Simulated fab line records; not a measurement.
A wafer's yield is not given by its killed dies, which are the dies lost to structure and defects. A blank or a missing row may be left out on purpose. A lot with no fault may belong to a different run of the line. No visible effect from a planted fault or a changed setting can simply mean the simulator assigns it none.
Which tool was responsible? ; flow sky130 ; 11 lots, 33 wafers sampled, at 6 steps of a route of 708

## WHAT THE GAUGES READ, wafer by wafer
SKY_LDD_N_TW_MEAS_17.
lot;measured;on;LDD_N_TW
L539;day 17 18:56;film-metro-01;2592 2591 2596
L542;day 18 08:49;film-metro-01;2576 2594 2598
L540;day 18 08:53;film-metro-02;2592 2583 2593
L543;day 18 23:17;film-metro-01;2704 2708 2697
L547;day 20 11:57;film-metro-02;2698 2698 2717
L553;day 23 01:55;film-metro-01;2613 2612 2597
L555;day 23 23:11;film-metro-04;2605 2603 2590
L556;day 23 23:30;film-metro-02;2596 2593 2605
L557;day 24 05:34;film-metro-04;2592 2590 2602
L558;day 24 16:04;film-metro-01;2615 2610 2596
L562;day 26 04:51;film-metro-01;2604 2616 2605

SKY_METAL1_OVL_MEAS_16.
lot;measured;on;METAL1_OVL (nm)
L539;day 32 15:23;overlay-02;-1 -6 -4
L542;day 33 04:34;overlay-02;2 4 -1
L540;day 33 06:43;overlay-02;-5 -12 -3
L543;day 33 15:11;overlay-02;2 -6 11
L547;day 35 03:48;overlay-02;-1 -8 -2
L553;day 37 06:37;overlay-01;-3 -9 -10
L555;day 37 23:20;overlay-02;-1 -4 -1
L556;day 38 02:35;overlay-01;6 -2 0
L557;day 38 05:53;overlay-02;-9 -10 -16
L558;day 38 14:44;overlay-02;0 -2 2
L562;day 40 05:02;overlay-01;6 12 6

SKY_VIA1_RS_MEAS_22: a four-point-probe measurement.
lot;measured;on;VIA1_W_RS (ohm/sq)
L539;day 33 19:29;film-metro-03;0.430 0.431 0.428
L542;day 34 08:51;film-metro-04;0.430 0.430 0.432
L540;day 34 11:35;film-metro-04;0.426 0.422 0.424
L543;day 34 20:15;film-metro-02;0.425 0.429 0.424
L547;day 36 09:13;film-metro-03;0.426 0.424 0.426
L553;day 38 11:11;film-metro-04;0.420 0.423 0.423
L555;day 39 04:18;film-metro-03;0.429 0.423 0.425
L556;day 39 07:09;film-metro-03;0.427 0.422 0.423
L557;day 39 10:44;film-metro-03;0.420 0.425 0.434
L558;day 39 18:52;film-metro-03;0.425 0.425 0.426
L562;day 41 07:01;film-metro-03;0.429 0.422 0.432

## TOOL THAT RAN EACH LOT (tool first, then ch and the chambers of the sampled wafers, then the start)
lot;SKY_LDD_N_IMPLANT_11;SKY_LDD_N_STRIP_16;SKY_LI_CONTACT_ETCH_14
L539;implanter-03 ch 0, day 17 13:58;plasma-asher-02 ch 0,1, day 17 18:49;rie-diel-01 ch 0,1,2, day 29 05:52
L542;implanter-04 ch 0, day 18 07:58;plasma-asher-02 ch 0,1, day 18 08:43;rie-diel-03 ch 0,1,3, day 29 17:24
L540;implanter-03 ch 0, day 18 08:02;plasma-asher-04 ch 0,1, day 18 08:47;rie-diel-04 ch 2,3, day 29 17:55
L543;implanter-04 ch 0, day 18 21:56;plasma-asher-02 ch 0, day 18 23:11;rie-diel-01 ch 0,1, day 30 03:40
L547;implanter-03 ch 0, day 20 10:40;plasma-asher-01 ch 0, day 20 11:50;rie-diel-03 ch 0,1,2, day 31 15:19
L553;implanter-04 ch 0, day 23 01:04;plasma-asher-01 ch 0,1, day 23 01:49;rie-diel-03 ch 0,1, day 33 16:39
L555;implanter-02 ch 0, day 23 22:20;plasma-asher-01 ch 0,1, day 23 23:05;rie-diel-03 ch 1,2, day 34 10:24
L556;implanter-04 ch 0, day 23 22:40;plasma-asher-02 ch 0,1, day 23 23:23;rie-diel-01 ch 2,3, day 34 13:43
L557;implanter-02 ch 0, day 24 04:43;plasma-asher-01 ch 1, day 24 05:28;rie-diel-03 ch 1,2,3, day 34 15:42
L558;implanter-04 ch 0, day 24 15:13;plasma-asher-04 ch 0, day 24 15:58;rie-diel-03 ch 1,2, day 35 01:30
L562;implanter-04 ch 0, day 26 04:01;plasma-asher-02 ch 0,1, day 26 04:44;rie-diel-01 ch 0,2, day 36 17:11
- SKY_LDD_N_IMPLANT_11
- SKY_LDD_N_STRIP_16: strips in O2/N2.
- SKY_LI_CONTACT_ETCH_14: etches BARC in N2/H2, stops on SiO2, time 45.9 s, target depth 60 nm.

## WHAT THE TOOLS THEMSELVES READ (means of the sampled wafers that have a number; where no wafer has one, the mark that the record gives instead)
SKY_LDD_N_IMPLANT_11.
lot;tool;dose-ions-cm2
L539;implanter-03;7.5e+13
L542;implanter-04;7.5e+13
L540;implanter-03;7.5e+13
L543;implanter-04;7.5e+13
L547;implanter-03;7.5e+13
L553;implanter-04;7.5e+13
L555;implanter-02;7.5e+13
L556;implanter-04;7.5e+13
L557;implanter-02;7.5e+13
L558;implanter-04;7.5e+13
L562;implanter-04;7.5e+13

SKY_LDD_N_STRIP_16.
lot;tool;drypump-motor-current-A (A);oes-product-au (a.u.);strip-time-to-endpoint-s (s)
L539;plasma-asher-02;5.3;0.408;4.332
L542;plasma-asher-02;5.3;0.407;4.301
L540;plasma-asher-04;5.9;0.406;4.336
L543;plasma-asher-02;5.3;0.406;4.526
L547;plasma-asher-01;4.8;0.412;4.551
L553;plasma-asher-01;5.3;0.407;4.294
L555;plasma-asher-01;5.8;0.407;4.313
L556;plasma-asher-02;5.3;0.407;4.307
L557;plasma-asher-01;6.2;0.405;4.308
L558;plasma-asher-04;5.9;0.402;4.321
L562;plasma-asher-02;5.3;0.405;4.306

SKY_LI_CONTACT_ETCH_14.
lot;tool;drypump-motor-current-A (A);oes-product-au (a.u.);throttle-valve-pct (%)
L539;rie-diel-01;6.0;0.855;13.222
L542;rie-diel-03;6.0;0.858;13.221
L540;rie-diel-04;6.0;0.854;13.226
L543;rie-diel-01;5.7;0.856;13.225
L547;rie-diel-03;6.1;0.850;13.227
L553;rie-diel-03;6.2;0.856;13.227
L555;rie-diel-03;6.5;0.848;13.224
L556;rie-diel-01;5.7;0.854;13.221
L557;rie-diel-03;6.2;0.855;13.219
L558;rie-diel-03;6.3;0.860;13.230
L562;rie-diel-01;6.3;0.856;13.228

## THE ANSWER, worked out from the rows above alone
Rule: the usual values come from the lots themselves. The widest of any qualifying gaps counts: lots, ordered by their means at a reading, are off when they make up no more than a third of the lots, leave a main group of 4 or more, and stand apart from it by 3 or more times the standard deviation of that group's means. If all means in a main group match to the digits the tables above print for the reading, that group is not used. Also off: a lot with no number at a reading for which 4 or more lots have one. Where the step has rows for the other lots, those lots are counted as sound. Order of review: gauges by route order, followed by the tools' own readings, for which a lot's mean as printed above is used. The first step at which some lot is off is used, and at that step the reading that is off furthest; a lot without a number counts as furthest.
Off: at SKY_LDD_N_TW_MEAS_17 (LDD_N_TW), L543, L547. The main group has a mean of 2598 with a standard deviation of 7.2.
A tool fits if, at a process step before that reading, it ran every lot that is off, and no sound lot after the first of them. The gauges at SKY_LDD_N_TW_MEAS_17 aren't tried: what is off there is off at SKY_LDD_N_STRIP_16 too, on other tools, and a gauge's error can't cause that. Not one of the candidates tried fits.

## WHAT THE SIMULATOR HAD INSERTED
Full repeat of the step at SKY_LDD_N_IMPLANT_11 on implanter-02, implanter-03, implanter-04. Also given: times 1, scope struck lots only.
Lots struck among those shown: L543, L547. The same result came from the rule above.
